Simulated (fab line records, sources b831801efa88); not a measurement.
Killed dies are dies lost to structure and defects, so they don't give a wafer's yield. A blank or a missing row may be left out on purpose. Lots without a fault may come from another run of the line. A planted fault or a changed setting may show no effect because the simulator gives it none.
Which tool did it? | flow sky130 | 11 lots, 33 wafers sampled, at 2 steps of a route of 708

WHAT THE GAUGES READ, wafer by wafer
SKY_VIA4_THK_MEAS_01.
lot  | measured     | on            | VIA4_HDPCVD_THK (nm)
L488 | day 41 22:18 | film_metro-02 | 1740 1746 1769
L489 | day 42 00:52 | film_metro-01 | 1753 1786 1777
L490 | day 42 12:14 | film_metro-02 | 1748 1753 1722
L491 | day 42 20:24 | film_metro-04 | 1766 1746 1765
L492 | day 43 00:52 | film_metro-01 | 1747 1726 1730
L496 | day 44 18:35 | film_metro-01 | 1740 1731 1739
L499 | day 45 00:16 | film_metro-04 | 1804 1778 1797
L505 | day 46 09:59 | film_metro-02 | 1759 1759 1784
L506 | day 46 17:45 | film_metro-02 | 1763 1747 1743
L509 | day 47 10:32 | film_metro-04 | 1765 1739 1764
L510 | day 47 16:14 | film_metro-04 | 1714 1742 1707

WHICH TOOL RAN EACH LOT (tool, then ch and the chambers of the sampled wafers, then the start)
lot  | SKY_METAL4_METAL_ETCH_18
L488 | rie_metal-04 ch 1, day 41 21:21
L489 | rie_metal-01 ch 0,1, day 41 23:54
L490 | rie_metal-04 ch 0,1, day 42 11:09
L491 | rie_metal-01 ch 0,1, day 42 19:27
L492 | rie_metal-04 ch 1, day 42 23:51
L496 | rie_metal-04 ch 0,1, day 44 17:36
L499 | rie_metal-01 ch 0,1, day 44 22:53
L505 | rie_metal-01 ch 0,1, day 46 09:04
L506 | rie_metal-03 ch 0,1, day 46 16:49
L509 | rie_metal-03 ch 0,1, day 47 09:31
L510 | rie_metal-03 ch 0,1, day 47 15:12
- SKY_METAL4_METAL_ETCH_18: etches the open film in Cl2/BCl3, stops on SiO2, target depth 845 nm, time 183.1 s.

THE ANSWER, worked out from the rows above alone
Rule: what is usual is taken from the lots themselves. Put in order of their means at a reading, lots are off if they are a third of the lots or fewer, leave a main group of 4 or more, and stand apart from it by a gap of 3 or more times the standard deviation of the main group's means; of several such gaps the widest counts. A main group whose means are all the same, to the digits that the tables above print for the reading, isn't used. A lot without any number at a reading at which 4 lots or more have one is off too. The other lots that the step has rows for count as sound.
No lot is off at any reading shown: from this, nothing can be told.

WHAT THE SIMULATOR HAD PUT IN
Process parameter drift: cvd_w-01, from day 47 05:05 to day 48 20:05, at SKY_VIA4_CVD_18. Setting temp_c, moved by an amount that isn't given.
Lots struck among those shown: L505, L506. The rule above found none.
